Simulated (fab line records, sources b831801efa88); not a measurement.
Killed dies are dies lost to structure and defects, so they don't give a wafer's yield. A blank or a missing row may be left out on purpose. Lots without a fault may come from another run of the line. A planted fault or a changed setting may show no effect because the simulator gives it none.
fab line records | flow sky130
record lots=13 wafers=39 last_day=50
route steps=708 shown FIELD_ISO@13 PWDE@52 NWELL@63 PAD_OPEN@708
lots that met no fault: from a run of the same line without faults
start_h: hours from the record's first day to the start of the lot's first wafer shown | wait_h: hours since the lot's step before | " the same as in the row above | L1.1+2: a row that stands for several wafers | - no value, or no start given | * or withheld: withheld | < > ~ a bound
route shown NAME@n: a module of which the file shows steps, and the number in the route of the first | usual: mean/standard deviation of fault-free wafers | same: alike in all rows | chamber/n: place in a boat | sites: the reading at each site | _std_site: their standard deviation | _edge_site: outer sites' mean less inner sites' | radius_mm: how far each site lies from the wafer's centre | mask NAME#n: copy n | behind: the tool/chamber that last shaped the wafer | hold: why the lot was held/for how many hours/how that ended | device: the transistor (n, p or np) that didn't switch | end of line: the same wafers' tests at the end of the route | a step without rows: its recipe alone | killed: dies lost to structure and defects at the first sort, not the wafer's yield | map: a wafer's dies, x killed, . not, _ none there
set.NAME: the setting as run; set.NAME@STEP: as run at that earlier step | model.NAME: the simulator's own value behind a step, which no gauge read
steps of the route over a sample of lots; a table a step, a row a wafer
services: from which hour (start_h, from the record's first day; less than 0 if before it) a tool's chamber was out of use, for how many hours, and why
## steps
# step SKY_FIELD_ISO_DEVELOP_12
# recipe develop_time_s=60 resist=KrF-thick dev_temp_c=21
# usual chill_plate_temp_C=22.96/0.11 developer_temp_C=21.01/0.098
# columns lot.wafer tool chamber start_h wait_h chill_plate_temp_C developer_temp_C
L536.1 litho_track-03 0 28 - 23.00 20.95
L536.2 " 0 " " 23.03 20.92
L536.3 " 0 " " 22.86 20.91
L538.1 litho_track-04 0 40 - 22.95 21.09
L538.3 " 0 " " 23.02 21.04
L538.4 " 0 " " 22.93 20.88
L539.1 litho_track-04 0 43 - 23.00 21.09
L539.4 " 0 " " 22.80 21.16
L539.6 " 0 " " 22.91 20.98
L540.2 litho_track-03 0 50 - 23.03 21.12
L540.3 " 0 " " 23.09 21.07
L540.5 " 0 " " 22.99 21.02
L542.2 litho_track-01 0 61 - 22.95 21.09
L542.3 " 0 " " 23.08 21.02
L542.6 " 0 " " 23.02 20.97
L543.2 litho_track-01 0 67 - 22.75 20.98
L543.5 " 0 " " 22.92 20.89
L543.6 " 0 " " 22.92 21.02
L544.2 litho_track-04 0 69 - 23.19 20.94
L544.3 " 0 " " 23.15 20.95
L544.6 " 0 70 - 23.08 21.08
L547.1 litho_track-04 0 86 - 23.05 20.86
L547.2 " 0 " " 23.05 20.88
L547.5 " 0 " " 23.13 20.85
L548.2 litho_track-03 0 92 - 22.94 20.85
L548.3 " 0 " " 22.87 21.03
L548.6 " 0 " " 22.97 20.88
L549.1 litho_track-04 0 98 - 22.81 21.13
L549.2 " 0 " " 23.00 20.98
L549.3 " 0 " " 22.98 20.94
L554.1 litho_track-01 0 121 - 22.86 20.95
L554.2 " 0 " " 22.98 21.15
L554.6 " 0 122 - 23.03 21.15
L555.2 litho_track-03 0 126 - 22.88 20.25
L555.3 " 0 " " 22.84 20.17
L555.4 " 0 " " 22.74 20.14
L556.1 litho_track-03 0 132 - 23.01 20.13
L556.3 " 0 133 - 23.03 20.11
L556.6 " 0 " " 22.95 20.12
# step SKY_FIELD_ISO_ETCH_14
# recipe chemistry=N2/H2 target=BARC ion_energy_ev=200 source_w=500 bias_w=100 pressure_mtorr=30 n2_flow_sccm=100 h2_flow_sccm=200 stop_on=SiO2 time_s=45.9 target_depth_a=600
# usual drypump_motor_current_A=5.6/0.56 oes_product_au=0.855/0.0046 throttle_valve_pct=13.225/0.0092
# columns lot.wafer tool chamber start_h wait_h drypump_motor_current_A oes_product_au rf_hours_counter_h throttle_valve_pct
L536.1 rie_diel-03 3 28.48 0.1 6.7 0.862 170 13.233
L536.2 " 1 " " 5.3 0.855 80 13.241
L536.3 " 0 " " 5.6 0.861 170 13.242
L538.1 rie_diel-02 3 40.59 0.1 5.9 0.857 103 13.228
L538.3 " 0 " " 5.0 0.856 148 13.226
L538.4 " 2 " " 5.2 0.861 36 13.223
L539.1 rie_diel-01 1 44.04 0.1 5.7 0.857 149 13.223
L539.4 " 2 " " 6.5 0.855 37 13.230
L539.6 " 3 " " 5.8 0.852 - 13.220
L540.2 rie_diel-01 3 50.63 0.1 5.8 0.850 109 13.216
L540.3 " 0 " " 5.7 0.851 134 13.205
L540.5 " 2 " " 6.5 0.853 - 13.227
L542.2 rie_diel-02 0 61.35 0.1 5.0 0.864 149 13.226
L542.3 " 3 " " 5.9 0.860 104 13.212
L542.6 " 3 " " 5.9 0.851 - 13.229
L543.2 rie_diel-03 1 67.35 0.1 5.3 0.845 81 13.218
L543.5 " 1 " " 5.3 0.856 - 13.217
L543.6 " 2 " " 5.0 0.855 - 13.229
L544.2 rie_diel-03 2 70.19 0.1 5.1 0.848 108 13.229
L544.3 " 0 " " 5.6 0.861 171 13.223
L544.6 " 1 " " 5.3 0.857 - 13.214
L547.1 rie_diel-03 2 86.49 0.1 5.1 0.848 108 13.233
L547.2 " 3 " " 6.7 0.857 0 13.225
L547.5 " 2 " " 5.0 0.852 - 13.229
L548.2 rie_diel-03 1 92.48 0.1 5.3 0.852 82 13.223
L548.3 " 3 " " 6.7 0.848 0 13.220
L548.6 " 3 " " 6.7 0.855 - 13.230
L549.1 rie_diel-01 0 98.29 0.1 5.7 0.858 135 13.230
L549.2 " 3 " " 5.8 0.849 110 13.209
L549.3 " 1 " " 5.7 0.866 151 13.243
L554.1 rie_diel-01 1 122.20 0.1 5.7 0.856 151 13.232
L554.2 " 2 " " 6.5 0.851 38 13.225
L554.6 " 0 " " 5.7 0.855 - 13.224
L555.2 rie_diel-02 0 126.58 0.1 5.0 0.848 150 13.227
L555.3 " 3 " " 5.9 0.848 105 13.225
L555.4 " 1 " " 5.0 0.854 10 13.219
L556.1 rie_diel-03 0 133.23 0.1 5.6 0.860 1 13.228
L556.3 " 1 " " 5.3 0.854 83 13.225
L556.6 " 2 " " 5.1 0.850 - 13.220
# step SKY_PWDE_OVL_MEAS_07
# usual PWDE_OVL=-1.1/1
# columns lot.wafer tool chamber start_h wait_h PWDE_OVL[nm]
L536.1 overlay-02 - 67.02 - -0.7
L536.2 " - " " -1.6
L536.3 " - " " -0.9
L538.1 overlay-02 - 82.09 - 0.6
L538.3 " - " " 0.2
L538.4 " - " " -0.2
L539.1 overlay-01 - 84.13 - -1.0
L539.4 " - " " -0.6
L539.6 " - " " -1.3
L540.2 overlay-02 - 90.88 - -1.1
L540.3 " - " " -0.8
L540.5 " - " " -1.1
L542.2 overlay-02 - 102.83 - -0.7
L542.3 " - " " 1.4
L542.6 " - " " -0.7
L543.2 overlay-02 - 108.00 - -0.8
L543.5 " - " " -0.9
L543.6 " - " " -3.0
L544.2 overlay-02 - 111.95 - -1.5
L544.3 " - " " -0.8
L544.6 " - " " -1.1
L547.1 overlay-02 - 129.44 - 0.9
L547.2 " - " " 0.4
L547.5 " - " " 0.8
L548.2 overlay-01 - 137.29 - -1.2
L548.3 " - " " -1.2
L548.6 " - " " -1.1
L549.1 overlay-01 - 141.39 - 0.1
L549.2 " - " " -1.9
L549.3 " - " " -1.4
L554.1 overlay-02 - 173.78 - -1.4
L554.2 " - " " -1.3
L554.6 " - " " 0.1
L555.2 overlay-01 - 175.15 - -0.8
L555.3 " - " " -2.2
L555.4 " - " " -2.4
L556.1 overlay-02 - 179.52 - -1.2
L556.3 " - " " -2.6
L556.6 " - " " -3.4
# step SKY_NWELL_OVL_MEAS_10
# usual NWELL_00_OVL=0.8/1.2
# columns lot.wafer tool chamber start_h wait_h NWELL_00_OVL[nm]
L536.1 overlay-01 - 83.54 - 0.7
L536.2 " - " " 0.2
L536.3 " - " " -0.2
L538.1 overlay-01 - 99.99 - 1.9
L538.3 " - " " -0.7
L538.4 " - " " -0.1
L539.1 overlay-02 - 102.36 - 0.8
L539.4 " - " " 0.0
L539.6 " - " " -0.3
L540.2 overlay-01 - 109.68 - 0.3
L540.3 " - " " 0.2
L540.5 " - " " 1.5
L542.2 overlay-02 - 121.90 - -0.1
L542.3 " - " " -1.8
L542.6 " - " " -0.8
L543.2 overlay-01 - 125.47 - 2.2
L543.5 " - " " 0.5
L543.6 " - " " 1.5
L544.2 overlay-01 - 130.90 - 2.6
L544.3 " - " " 2.4
L544.6 " - " " 2.4
L547.1 overlay-01 - 148.96 - 2.0
L547.2 " - " " 3.3
L547.5 " - " " 2.3
L548.2 overlay-02 - 157.25 - -0.3
L548.3 " - " " -1.0
L548.6 " - " " 2.3
L549.1 overlay-01 - 161.29 - 0.9
L549.2 " - " " -0.1
L549.3 " - " " 0.0
L554.1 overlay-02 - 194.42 - 0.5
L554.2 " - " " 0.7
L554.6 " - " " 1.3
L555.2 overlay-02 - 195.70 - -0.6
L555.3 " - " " -0.6
L555.4 " - " " -0.2
L556.1 overlay-02 - 199.94 - 2.6
L556.3 " - " " 1.5
L556.6 " - " " 3.7
# step SKY_PAD_OPEN_PROBE_99
# usual killed_at_M0_to_M3=43/7.2 killed_at_M4_up=3.0/1.7 killed_at_contacts=24/5.3 killed_at_front_end=15/4.6 killed_at_other=0.3/0.5 killed_dies=85/10 killed_open=46/7.2 killed_short=39/6.4
# same gross_dies=492 killed_at_back_side=0
# columns lot.wafer tool chamber start_h wait_h killed_at_M0_to_M3 killed_at_M4_up killed_at_contacts killed_at_front_end killed_at_other killed_dies killed_open killed_short
L536.1 prober-02 - 1068.00 0.1 42 1 28 21 1 93 56 37
L536.2 prober-02 - 1068.05 0.1 49 2 18 12 0 81 40 41
L536.3 prober-02 - 1068.10 0.2 46 5 34 21 0 106 48 58
L538.1 prober-02 - 1094.61 0.1 46 4 19 9 1 79 43 36
L538.3 prober-02 - 1094.71 0.2 37 5 19 20 1 82 47 35
L538.4 prober-02 - 1094.76 0.2 44 4 17 18 0 83 39 44
L539.1 prober-01 - 1096.86 0.1 64 0 23 9 1 97 55 42
L539.4 prober-01 - 1097.01 0.2 48 1 26 15 0 90 49 41
L539.6 prober-01 - 1097.11 0.2 47 2 24 18 0 91 47 44
L540.2 prober-02 - 1104.63 0.1 31 6 28 19 0 84 46 38
L540.3 prober-02 - 1104.68 0.2 49 6 28 16 0 99 53 46
L540.5 prober-02 - 1104.78 0.2 34 3 21 17 0 75 38 37
L542.2 prober-02 - 1109.79 0.1 47 3 29 31 0 110 61 49
L542.3 prober-02 - 1109.84 0.2 51 1 18 22 0 92 62 30
L542.6 prober-02 - 1109.99 0.2 44 5 23 10 1 83 47 36
L543.2 prober-01 - 1115.71 0.1 35 6 30 20 1 92 51 41
L543.5 prober-01 - 1115.86 0.2 36 1 20 16 1 74 36 38
L543.6 prober-01 - 1115.91 0.2 41 5 13 17 0 76 42 34
L544.2 prober-02 - 1120.00 0.1 40 3 23 14 0 80 48 32
L544.3 prober-02 - 1120.05 0.2 31 2 19 19 0 71 41 30
L544.6 prober-02 - 1120.20 0.2 50 5 26 11 1 93 51 42
L547.1 prober-01 - 1140.49 0.1 40 3 30 12 1 86 57 29
L547.2 prober-01 - 1140.54 0.1 39 2 25 13 0 79 45 34
L547.5 prober-01 - 1140.69 0.2 29 3 22 10 0 64 28 36
L548.2 prober-02 - 1147.26 0.1 37 4 33 19 0 93 55 38
L548.3 prober-02 - 1147.31 0.2 45 7 18 13 2 85 44 41
L548.6 prober-02 - 1147.46 0.2 54 8 21 21 0 104 54 50
L549.1 prober-01 - 1153.74 0.1 31 3 22 20 0 76 44 32
L549.2 prober-01 - 1153.79 0.1 40 4 25 18 0 87 52 35
L549.3 prober-01 - 1153.84 0.2 42 4 33 16 0 95 52 43
L554.1 prober-02 - 1179.23 0.1 38 2 20 17 0 77 45 32
L554.2 prober-02 - 1179.28 0.1 35 1 24 12 0 72 41 31
L554.6 prober-02 - 1179.48 0.2 52 3 22 14 0 91 50 41
L555.2 prober-01 - 1183.55 0.1 41 1 19 18 0 79 45 34
L555.3 prober-01 - 1183.60 0.2 34 2 21 10 0 67 38 29
L555.4 prober-01 - 1183.65 0.2 36 4 19 13 0 72 33 39
L556.1 prober-02 - 1188.30 0.1 53 3 24 13 0 93 45 48
L556.3 prober-02 - 1188.40 0.2 57 5 25 22 0 109 58 51
L556.6 prober-02 - 1188.55 0.2 46 2 18 19 0 85 48 37
# killed by level:class
L536.1 CONTACT:geometric_particle:open=15 VIA1:geometric_particle:open=10 VIA1:geometric_particle:short=7 VIA2:geometric_particle:short=7 FIELD_ISO:geometric_particle:open=6 VIA2:geometric_particle:open=6 VIA3:geometric_particle:open=6 CONTACT:geometric_particle:short=5
L536.2 VIA1:geometric_particle:open=8 VIA2:geometric_particle:short=8 VIA3:geometric_particle:open=8 CONTACT:geometric_particle:open=6 VIA1:geometric_particle:short=6 VIA2:geometric_particle:open=6 CONTACT:geometric_particle:short=4 METAL1:geometric_particle:short=4
L536.3 METAL1:geometric_particle:short=12 LI_CONTACT:geometric_particle:open=9 CONTACT:geometric_particle:open=9 VIA1:geometric_particle:open=8 POLY_GATE:geometric_particle:short=7 CONTACT:geometric_particle:short=7 LOCAL_INTERCONNECT:geometric_particle:short=6 VIA3:geometric_particle:open=6
L538.1 VIA1:geometric_particle:open=11 CONTACT:geometric_particle:open=9 VIA3:geometric_particle:open=8 METAL2:geometric_particle:short=6 METAL1:geometric_particle:short=6 FIELD_ISO:geometric_particle:short=5 METAL1:geometric_particle:open=4 VIA1:geometric_particle:short=4
L538.3 VIA1:geometric_particle:open=11 CONTACT:geometric_particle:open=9 POLY_GATE:geometric_particle:short=8 VIA3:geometric_particle:open=8 METAL4:geometric_particle:short=5 POLY_GATE:geometric_particle:open=4 LI_CONTACT:geometric_particle:short=3 LOCAL_INTERCONNECT:geometric_particle:short=3
L538.4 VIA1:geometric_particle:open=8 VIA2:geometric_particle:open=8 VIA1:geometric_particle:short=6 POLY_GATE:geometric_particle:short=5 POLY_GATE:geometric_particle:open=5 CONTACT:geometric_particle:open=5 METAL2:geometric_particle:short=5 FIELD_ISO:geometric_particle:short=4
L539.1 VIA1:geometric_particle:open=20 METAL2:geometric_particle:short=9 CONTACT:geometric_particle:open=9 VIA3:geometric_particle:open=8 VIA2:geometric_particle:open=7 VIA1:geometric_particle:short=6 METAL1:geometric_particle:short=5 LI_CONTACT:geometric_particle:open=4
L539.4 CONTACT:geometric_particle:open=10 LI_CONTACT:geometric_particle:open=8 VIA1:geometric_particle:open=8 VIA1:geometric_particle:short=8 VIA2:geometric_particle:open=7 VIA3:geometric_particle:open=6 FIELD_ISO:geometric_particle:short=4 POLY_GATE:geometric_particle:short=4
L539.6 CONTACT:geometric_particle:open=10 VIA1:geometric_particle:open=9 METAL1:geometric_particle:short=8 LI_CONTACT:geometric_particle:open=7 FIELD_ISO:geometric_particle:open=6 VIA2:geometric_particle:open=6 METAL2:geometric_particle:short=6 CONTACT:geometric_particle:short=5
L540.2 CONTACT:geometric_particle:open=13 VIA2:geometric_particle:open=6 FIELD_ISO:geometric_particle:open=5 POLY_GATE:geometric_particle:open=5 LOCAL_INTERCONNECT:geometric_particle:short=5 VIA1:geometric_particle:short=5 LI_CONTACT:geometric_particle:short=4 LI_CONTACT:geometric_particle:open=4
L540.3 CONTACT:geometric_particle:open=11 LI_CONTACT:geometric_particle:open=8 VIA2:geometric_particle:open=8 VIA3:geometric_particle:open=8 CONTACT:geometric_particle:short=7 METAL2:geometric_particle:short=7 POLY_GATE:geometric_particle:short=6 VIA1:geometric_particle:open=6
L540.5 CONTACT:geometric_particle:open=7 CONTACT:geometric_particle:short=6 VIA1:geometric_particle:open=6 POLY_GATE:geometric_particle:short=5 VIA2:geometric_particle:open=5 VIA3:geometric_particle:open=5 METAL1:geometric_particle:short=4 FIELD_ISO:geometric_particle:short=3
L542.2 VIA1:geometric_particle:open=13 CONTACT:geometric_particle:open=12 FIELD_ISO:geometric_particle:short=11 VIA2:geometric_particle:open=9 CONTACT:geometric_particle:short=8 FIELD_ISO:geometric_particle:open=6 METAL1:geometric_particle:short=6 LI_CONTACT:geometric_particle:short=5
L542.3 VIA1:geometric_particle:open=17 VIA2:geometric_particle:open=10 VIA3:geometric_particle:open=9 CONTACT:geometric_particle:open=8 FIELD_ISO:geometric_particle:short=7 POLY_GATE:geometric_particle:open=5 METAL1:geometric_particle:short=5 LI_CONTACT:geometric_particle:open=4
L542.6 VIA1:geometric_particle:open=12 CONTACT:geometric_particle:open=8 VIA3:geometric_particle:open=7 VIA1:geometric_particle:short=6 LI_CONTACT:geometric_particle:open=6 LOCAL_INTERCONNECT:geometric_particle:short=4 METAL2:geometric_particle:short=4 METAL4:geometric_particle:short=4
L543.2 FIELD_ISO:geometric_particle:open=11 LI_CONTACT:geometric_particle:open=10 CONTACT:geometric_particle:open=7 VIA1:geometric_particle:open=6 VIA3:geometric_particle:short=6 LOCAL_INTERCONNECT:geometric_particle:short=5 FIELD_ISO:geometric_particle:short=4 LI_CONTACT:geometric_particle:short=4
L543.5 VIA1:geometric_particle:open=8 METAL3:geometric_particle:short=7 FIELD_ISO:geometric_particle:short=6 LI_CONTACT:geometric_particle:open=5 CONTACT:geometric_particle:short=5 CONTACT:geometric_particle:open=5 VIA2:geometric_particle:open=4 VIA3:geometric_particle:open=4
L543.6 VIA3:geometric_particle:open=11 VIA1:geometric_particle:open=8 LI_CONTACT:geometric_particle:open=6 METAL1:geometric_particle:short=6 FIELD_ISO:geometric_particle:open=4 VIA1:geometric_particle:short=4 VIA3:geometric_particle:short=4 METAL4:geometric_particle:short=4
L544.2 CONTACT:geometric_particle:open=13 VIA1:geometric_particle:open=8 VIA2:geometric_particle:open=7 LI_CONTACT:geometric_particle:open=6 VIA3:geometric_particle:open=6 METAL2:geometric_particle:short=5 METAL1:geometric_particle:short=5 POLY_GATE:geometric_particle:short=4
L544.3 METAL3:geometric_particle:short=7 LI_CONTACT:geometric_particle:open=6 POLY_GATE:geometric_particle:open=5 CONTACT:geometric_particle:open=5 VIA3:geometric_particle:open=5 FIELD_ISO:geometric_particle:open=4 POLY_GATE:geometric_particle:short=4 CONTACT:geometric_particle:short=4
L544.6 VIA1:geometric_particle:open=10 VIA2:geometric_particle:open=9 CONTACT:geometric_particle:open=8 LI_CONTACT:geometric_particle:open=7 METAL1:geometric_particle:short=6 METAL2:geometric_particle:short=6 METAL4:geometric_particle:short=5 LOCAL_INTERCONNECT:geometric_particle:short=4
L547.1 LI_CONTACT:geometric_particle:open=12 CONTACT:geometric_particle:open=10 VIA3:geometric_particle:open=9 VIA1:geometric_particle:open=7 LOCAL_INTERCONNECT:geometric_particle:open=5 VIA1:geometric_particle:short=5 VIA2:geometric_particle:open=4 VIA2:geometric_particle:short=4
L547.2 LI_CONTACT:geometric_particle:open=8 VIA1:geometric_particle:open=8 POLY_GATE:geometric_particle:open=7 CONTACT:geometric_particle:open=7 METAL2:geometric_particle:short=7 VIA2:geometric_particle:open=6 CONTACT:geometric_particle:short=6 METAL1:geometric_particle:short=5
L547.5 CONTACT:geometric_particle:short=8 VIA1:geometric_particle:open=7 LI_CONTACT:geometric_particle:open=6 METAL2:geometric_particle:short=6 CONTACT:geometric_particle:open=5 SPACER:geometric_particle:short=4 METAL1:geometric_particle:short=3 VIA1:geometric_particle:short=3
L548.2 CONTACT:geometric_particle:open=17 VIA1:geometric_particle:open=13 LI_CONTACT:geometric_particle:open=7 CONTACT:geometric_particle:short=5 FIELD_ISO:geometric_particle:short=4 SPACER:geometric_particle:open=4 METAL2:geometric_particle:short=4 METAL4:geometric_particle:short=4
L548.3 VIA1:geometric_particle:open=12 LI_CONTACT:geometric_particle:open=6 CONTACT:geometric_particle:open=6 VIA2:geometric_particle:open=6 METAL4:geometric_particle:short=6 FIELD_ISO:geometric_particle:short=5 METAL1:geometric_particle:short=5 VIA3:geometric_particle:open=5
L548.6 VIA1:geometric_particle:open=12 METAL2:geometric_particle:short=10 VIA3:geometric_particle:open=8 POLY_GATE:geometric_particle:short=6 CONTACT:geometric_particle:open=6 VIA2:geometric_particle:open=5 VIA1:geometric_particle:short=5 POLY_GATE:geometric_particle:open=5
L549.1 CONTACT:geometric_particle:open=7 VIA2:geometric_particle:open=7 POLY_GATE:geometric_particle:open=6 FIELD_ISO:geometric_particle:short=5 LI_CONTACT:geometric_particle:open=5 POLY_GATE:geometric_particle:short=4 VIA1:geometric_particle:open=4 VIA3:geometric_particle:open=4
L549.2 CONTACT:geometric_particle:open=12 VIA1:geometric_particle:open=9 VIA2:geometric_particle:open=9 FIELD_ISO:geometric_particle:open=7 VIA3:geometric_particle:open=7 FIELD_ISO:geometric_particle:short=6 METAL3:geometric_particle:short=5 LI_CONTACT:geometric_particle:open=4
L549.3 LI_CONTACT:geometric_particle:open=10 VIA1:geometric_particle:open=9 CONTACT:geometric_particle:open=8 VIA2:geometric_particle:open=8 POLY_GATE:geometric_particle:short=6 LI_CONTACT:geometric_particle:short=6 CONTACT:geometric_particle:short=5 VIA1:geometric_particle:short=5
L554.1 VIA1:geometric_particle:open=11 LOCAL_INTERCONNECT:geometric_particle:short=6 CONTACT:geometric_particle:open=6 FIELD_ISO:geometric_particle:short=5 METAL2:geometric_particle:short=5 LI_CONTACT:geometric_particle:open=5 FIELD_ISO:geometric_particle:open=4 METAL3:geometric_particle:short=4
L554.2 LI_CONTACT:geometric_particle:open=8 VIA3:geometric_particle:open=8 VIA1:geometric_particle:open=7 VIA1:geometric_particle:short=5 CONTACT:geometric_particle:open=4 LOCAL_INTERCONNECT:geometric_particle:short=4 CONTACT:geometric_particle:short=4 METAL1:geometric_particle:short=4
L554.6 VIA1:geometric_particle:open=15 CONTACT:geometric_particle:open=11 VIA2:geometric_particle:open=9 VIA1:geometric_particle:short=8 POLY_GATE:geometric_particle:short=7 METAL2:geometric_particle:short=7 LI_CONTACT:geometric_particle:open=4 VIA3:geometric_particle:short=4
L555.2 CONTACT:geometric_particle:open=9 FIELD_ISO:geometric_particle:short=8 VIA3:geometric_particle:open=8 VIA1:geometric_particle:open=8 VIA2:geometric_particle:open=7 FIELD_ISO:geometric_particle:open=6 CONTACT:geometric_particle:short=6 METAL1:geometric_particle:short=5
L555.3 LI_CONTACT:geometric_particle:open=8 VIA1:geometric_particle:open=7 CONTACT:geometric_particle:open=6 VIA3:geometric_particle:open=6 POLY_GATE:geometric_particle:short=4 LOCAL_INTERCONNECT:geometric_particle:short=4 METAL1:geometric_particle:short=4 METAL2:geometric_particle:short=4
L555.4 VIA1:geometric_particle:open=13 LOCAL_INTERCONNECT:geometric_particle:short=6 METAL2:geometric_particle:short=6 POLY_GATE:geometric_particle:open=4 LI_CONTACT:geometric_particle:open=4 METAL1:geometric_particle:short=4 VIA1:geometric_particle:short=4 VIA3:geometric_particle:open=4
L556.1 VIA1:geometric_particle:short=12 VIA1:geometric_particle:open=10 CONTACT:geometric_particle:open=7 POLY_GATE:geometric_particle:open=5 LI_CONTACT:geometric_particle:open=5 VIA2:geometric_particle:open=5 VIA3:geometric_particle:open=4 LOCAL_INTERCONNECT:geometric_particle:short=4
L556.3 VIA1:geometric_particle:open=17 VIA1:geometric_particle:short=11 LI_CONTACT:geometric_particle:open=9 CONTACT:geometric_particle:open=8 METAL1:geometric_particle:short=7 FIELD_ISO:geometric_particle:open=6 VIA3:geometric_particle:open=6 FIELD_ISO:geometric_particle:short=5
L556.6 METAL2:geometric_particle:short=9 VIA2:geometric_particle:open=9 CONTACT:geometric_particle:open=7 VIA1:geometric_particle:open=6 VIA3:geometric_particle:open=6 POLY_GATE:geometric_particle:short=5 FIELD_ISO:geometric_particle:short=4 POLY_GATE:geometric_particle:open=4
## services
# columns tool chamber start_h hours kind
rie_diel-01 1 24.79 2.8 repair
rie_diel-02 1 28.44 11.0 repair
rie_diel-03 3 64.45 - clean
rie_diel-03 3 64.45 18.3 scheduled_down
rie_diel-03 3 64.45 18.3 vent_cycle
rie_diel-01 3 64.89 16.1 repair
rie_diel-03 0 82.78 - clean
rie_diel-03 0 82.78 22.2 scheduled_down
rie_diel-03 0 82.78 22.2 vent_cycle
rie_diel-02 3 105.36 15.3 repair
## key
first_sign step=SKY_FIELD_ISO_DEVELOP_12 reading=developer_temp_C direction=down sigmas=8.7 usual=* struck=*
effect none on later readings
met_at SKY_FIELD_ISO_DEVELOP_12
struck_lots L555,L556
tester_left_out L555,L556
not_acting_at SKY_FIELD_ISO_ETCH_14,SKY_PWDE_OVL_MEAS_07,SKY_NWELL_OVL_MEAS_10
onset_between 92 126
fault kind=process_parameter_drift tool=litho_track-03 chamber=- onset_h=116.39 steps=SKY_FIELD_ISO_DEVELOP_12 channel=dev_temp_c offset=* shape=step end_h=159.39 acts_in=* stated=*
# tester_left_out: of these lots the tester's yield and bins aren't shown, on N5 and GAA mostly nor the transistor test; their killed dies are dies lost to structure and defects alone, not to doping, threshold or leakage, so they don't give the yield
